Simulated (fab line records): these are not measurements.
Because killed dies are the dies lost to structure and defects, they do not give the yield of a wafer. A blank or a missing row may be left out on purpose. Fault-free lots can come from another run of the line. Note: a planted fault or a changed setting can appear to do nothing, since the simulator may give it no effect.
What tool caused it? | flow sky130 | 13 lots, 39 wafers sampled, at 4 steps of a route of 708

WHAT THE GAUGES READ, wafer by wafer
SKY_POLY_GATE_THK_MEAS_21. Usual: POLY_GATE_OXIDATION_THK 4.00 nm, standard deviation 0.07.
lot  | measured     | on            | POLY_GATE_OXIDATION_THK (nm) | flag
L397 | day 17 06:05 | film-metro-01 | 4.05 4.02 4.08               |
L396 | day 17 06:05 | film-metro-03 | 3.95 4.04 4.04               |
L398 | day 17 14:50 | film-metro-01 | 4.08 4.06 4.01               |
L400 | day 18 09:33 | film-metro-02 | 3.98 3.93 3.96               |
L399 | day 18 09:34 | film-metro-01 | 4.04 4.07 4.04               |
L402 | day 18 21:25 | film-metro-01 | 4.10 3.99 4.00               |
L404 | day 19 10:54 | film-metro-02 | 4.10 3.98 4.02               |
L405 | day 20 00:04 | film-metro-01 | 3.84 3.97 3.87               |
L406 | day 20 07:22 | film-metro-03 | 3.95 3.98 3.92               |
L409 | day 21 01:00 | film-metro-01 | 3.94 4.05 4.03               |
L410 | day 21 05:13 | film-metro-03 | 3.97 3.99 3.96               |
L413 | day 22 17:46 | film-metro-01 | 3.93 3.91 3.98               |
L415 | day 23 12:50 | film-metro-02 | 4.04 3.91 3.96               |

SKY_LDD_LDN_OVL_MEAS_07. Usual: LDD_LDN_OVL 0.7 nm, standard deviation 1.4.
lot  | measured     | on         | LDD_LDN_OVL (nm) | flag
L397 | day 23 15:41 | overlay-02 | 2.1 0.6 2.6      |
L396 | day 23 14:18 | overlay-01 | 0.4 -0.2 2.0     |
L398 | day 23 22:47 | overlay-01 | 1.0 -0.1 -1.1    |
L400 | day 24 19:18 | overlay-01 | -0.2 -0.8 0.2    |
L399 | day 24 19:54 | overlay-01 | 1.4 1.8 2.3      |
L402 | day 25 05:59 | overlay-01 | 0.9 1.5 2.4      |
L404 | day 25 19:38 | overlay-01 | 0.5 1.0 1.5      |
L405 | day 26 06:48 | overlay-02 | -0.3 0.8 1.3     |
L406 | day 26 12:49 | overlay-02 | 1.3 0.2 -0.1     |
L409 | day 27 06:17 | overlay-02 | 2.6 2.4 1.2      |
L410 | day 27 11:15 | overlay-01 | 0.9 0.3 -1.3     |
L413 | day 29 05:41 | overlay-01 | -0.4 -0.9 -1.2   |
L415 | day 29 15:19 | overlay-02 | 0.8 1.6 3.1      |

WHAT TOOL EACH LOT RAN ON (gives the tool, then ch and the chambers of the sampled wafers, and finally the start)
lot  | SKY_LDD_P_IMPLANT_09            | SKY_LDD_HVN_STRIP_09
L397 | implanter-04 ch 0, day 19 19:59 | plasma-asher-03 ch 0,1, day 21 02:29
L396 | implanter-03 ch 0, day 19 19:25 | plasma-asher-02 ch 0,1, day 21 02:05
L398 | implanter-03 ch 0, day 20 04:50 | plasma-asher-02 ch 0,1, day 21 11:38
L400 | implanter-04 ch 0, day 20 23:47 | plasma-asher-03 ch 0,1, day 22 07:07
L399 | implanter-02 ch 0, day 21 00:07 | plasma-asher-02 ch 0, day 22 07:29
L402 | implanter-04 ch 0, day 21 12:30 | plasma-asher-04 ch 0,1, day 22 18:53
L404 | implanter-04 ch 0, day 22 02:07 | plasma-asher-04 ch 0,1, day 23 08:26
L405 | implanter-04 ch 0, day 22 13:13 | plasma-asher-03 ch 0,1, day 23 19:40
L406 | implanter-03 ch 0, day 22 20:29 | plasma-asher-02 ch 0,1, day 24 02:47
L409 | implanter-02 ch 0, day 23 14:38 | plasma-asher-02 ch 0,1, day 24 20:28
L410 | implanter-04 ch 0, day 23 18:35 | plasma-asher-03 ch 0,1, day 25 00:23
L413 | implanter-02 ch 0, day 25 05:58 | plasma-asher-03 ch 0,1, day 26 11:44
L415 | implanter-02 ch 0, day 26 01:41 | plasma-asher-02 ch 0,1, day 27 07:01
- SKY_LDD_P_IMPLANT_09
- SKY_LDD_HVN_STRIP_09: strips in O2/N2.

WHAT THE TOOLS THEMSELVES READ (means of the sampled wafers that have a number; where no wafer has one, the mark that the record gives instead)
SKY_LDD_P_IMPLANT_09. Usual: beam-energy-keV 25.000, standard deviation 0.0081; dose-ions-cm2 1e+13, standard deviation 9.7e+09.
lot  | tool         | beam-energy-keV | dose-ions-cm2 | flag
L397 | implanter-04 | 24.999          | 1e+13         |
L396 | implanter-03 | 25.000          | 1e+13         |
L398 | implanter-03 | 25.006          | 1e+13         |
L400 | implanter-04 | 25.002          | 1e+13         |
L399 | implanter-02 | 24.989          | 1e+13         |
L402 | implanter-04 | 25.004          | 1e+13         |
L404 | implanter-04 | 25.003          | 1e+13         |
L405 | implanter-04 | 25.006          | 1e+13         |
L406 | implanter-03 | 24.998          | 1e+13         |
L409 | implanter-02 | 25.005          | 1e+13         |
L410 | implanter-04 | 24.997          | 1e+13         |
L413 | implanter-02 | 26.580          | 1e+13         | OFF
L415 | implanter-02 | 26.561          | 1e+13         | OFF

SKY_LDD_HVN_STRIP_09. Usual: drypump-motor-current-A 5.6 A, standard deviation 0.52; oes-product-au 0.408 a.u., standard deviation 0.0051; strip-time-to-endpoint-s 4.133 s, standard deviation 0.016.
lot  | tool            | drypump-motor-current-A (A) | oes-product-au (a.u.) | strip-time-to-endpoint-s (s) | flag
L397 | plasma-asher-03 | 5.1                         | 0.406                 | 4.135                        |
L396 | plasma-asher-02 | 5.5                         | 0.410                 | 4.111                        |
L398 | plasma-asher-02 | 5.4                         | 0.411                 | 4.126                        |
L400 | plasma-asher-03 | 5.5                         | 0.409                 | 4.133                        |
L399 | plasma-asher-02 | 5.6                         | 0.406                 | 4.113                        |
L402 | plasma-asher-04 | 6.3                         | 0.411                 | 4.131                        |
L404 | plasma-asher-04 | 6.3                         | 0.411                 | 4.124                        |
L405 | plasma-asher-03 | 5.5                         | 0.408                 | 4.158                        |
L406 | plasma-asher-02 | 5.4                         | 0.413                 | 4.137                        |
L409 | plasma-asher-02 | 5.5                         | 0.405                 | 4.131                        |
L410 | plasma-asher-03 | 5.1                         | 0.407                 | 4.130                        |
L413 | plasma-asher-03 | 5.5                         | 0.408                 | 4.140                        |
L415 | plasma-asher-02 | 5.5                         | 0.413                 | 4.137                        |

THE ANSWER, worked out from the rows above alone
Rule: lot off if the mean of its wafers having a number is beyond 3 standard deviations from the usual mean. Also off: a lot with no number at a reading for which 4 or more lots have one. Where the step has rows for the other lots, those lots are counted as sound. The gauges are gone through in route order, then the tools' own readings, and for those a lot's mean is taken as printed above. The first step at which some lot is off is used, and at that step the reading that is off furthest; a lot without a number counts as furthest.
Off: L413, L415, at SKY_LDD_P_IMPLANT_09 (beam-energy-keV).
If a tool, at that step or one of the process steps before it, ran each lot that is off and ran no sound lot following the first of them, it fits. One fits: SKY_LDD_P_IMPLANT_09 on implanter-02. Its last sound lot is L409 (day 23 14:38), its first lot that is off L413 (day 25 05:58): a fault that began between those two fits.
The tool's own readings at SKY_LDD_P_IMPLANT_09 bear it out: on the lots that are off they differ by more than 5 times the standard deviation of the sound lots' means. beam-energy-keV reads 26.570 there against 25.001 on the sound lots.

WHAT HAD BEEN PUT IN BY THE SIMULATOR
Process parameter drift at SKY_LDD_P_IMPLANT_09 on implanter-02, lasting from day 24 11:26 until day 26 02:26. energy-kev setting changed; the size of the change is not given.
Struck lots among those shown: L413, L415. This agrees with what the rule above found.
